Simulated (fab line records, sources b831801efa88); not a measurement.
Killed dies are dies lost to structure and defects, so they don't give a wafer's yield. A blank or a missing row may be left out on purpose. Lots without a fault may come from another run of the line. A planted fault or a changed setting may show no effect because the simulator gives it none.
Chamber matching | flow sky130 | SKY_POLY_GATE_ETCH_16 on rie_diel-03: 4 sister chambers
The step etches Si3N4 in CH3F/O2, stops on poly-Si, time 147.5 s, target depth 75 nm. 8 wafers are shown with their chamber, then 7 later ones without.

WAFERS WITH THEIR CHAMBER
wafer  | chamber | oes_product_au (a.u.) | bias_w (W)
L919.4 | 3       | 0.643                 | 79.81
L921.3 | 3       | 0.639                 | 79.86
L921.4 | 2       | 0.629                 | 79.82
L933.1 | 1       | 0.647                 | 79.85
L933.3 | 2       | 0.639                 | 80.25
L933.5 | 0       | 0.645                 | 79.76
L934.3 | 1       | 0.645                 | 80.01
L934.4 | 0       | 0.642                 | 79.95

WAFERS WITHOUT THEIR CHAMBER
wafer  | oes_product_au (a.u.) | bias_w (W)
L934.6 | 0.643                 | 79.82
L936.2 | 0.647                 | 79.76
L936.5 | 0.645                 | 79.95
L936.6 | 0.652                 | 80.24
L941.1 | 0.642                 | 80.42
L941.3 | 0.642                 | 79.55
L941.5 | 0.648                 | 80.03

WHICH CHAMBER EACH WENT THROUGH
wafer  | from the rows above               | in truth
L934.6 | can't be placed: 0 or 3 or 1      | 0
L936.2 | can't be placed: 1 or 0 or 3      | 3
L936.5 | can't be placed: 1 or 0 or 3      | 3
L936.6 | can't be placed: 1 or 0 or 3      | 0
L941.1 | can't be placed: 1 or 2 or 0 or 3 | 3
L941.3 | can't be placed: 3 or 0 or 1 or 2 | 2
L941.5 | can't be placed: 1 or 0 or 3      | 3
Placed correctly: 0 of 7. Can't be placed from these rows: 7 (the true chamber is among the candidates in 7). Placed wrongly: 0.
How it was worked out, from the rows above alone: a wafer's distance from a chamber is the root of the sum, over the readings, of the square of ((its reading less the chamber's mean) divided by the reading's scatter). The wafer belongs to the nearest chamber; if the next one is less than 2 further off, it can't be placed. A chamber's mean is the mean of its shown wafers. The scatter: the root of (the sum of the squares of (reading less its chamber's mean) over the shown wafers, divided by (wafers less chambers)).
